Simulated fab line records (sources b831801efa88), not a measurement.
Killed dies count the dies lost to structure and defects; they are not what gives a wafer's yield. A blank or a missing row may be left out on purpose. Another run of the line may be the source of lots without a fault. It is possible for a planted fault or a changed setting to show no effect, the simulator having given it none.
Matching of chambers ; flow sfqLine ; 4 sister chambers for SFQ_TRILAYER_I1_VIA_BARC_OPEN_VIA_ETCH_071 on rieDiel-01
The step etches BARC in O2, target depth 125 nm, time 41.7 s. 4 wafers are shown with their chamber, then 7 later ones without.

## WAFERS PAIRED WITH THEIR CHAMBERS
wafer;chamber;drypumpMotorCurrentA (A)
L305.1;3;5.2
L305.2;0;5.7
L308.3;1;5.0
L308.4;2;5.1

## WAFERS WITH NO CHAMBER GIVEN
wafer;drypumpMotorCurrentA (A)
L308.6;5.2
L313.1;5.1
L313.2;5.1
L313.3;5.8
L315.1;5.1
L315.5;5.1
L315.6;5.1

## WHICH CHAMBER EACH WENT THROUGH
wafer;from the rows above;in truth
L308.6;3;3
L313.1;2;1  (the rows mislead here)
L313.2;2;2
L313.3;0;0
L315.1;2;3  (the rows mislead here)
L315.5;2;2
L315.6;2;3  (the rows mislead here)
Correct placement for 4 of the 7. From these rows, 0 cannot be placed. Wrongly placed: 3.
How it was worked out, from the rows above alone: a wafer's distance from a chamber is the root of the sum, over the readings, of the square of ((its reading less the chamber's mean) divided by the reading's scatter). The wafer belongs to the nearest chamber; if the next one is less than 2 further off, it can't be placed. Each chamber's mean is taken over the wafers shown for it. The scatter: root of mean squared gap, hidden wafer to nearest shown wafer, with one shown wafer a chamber.
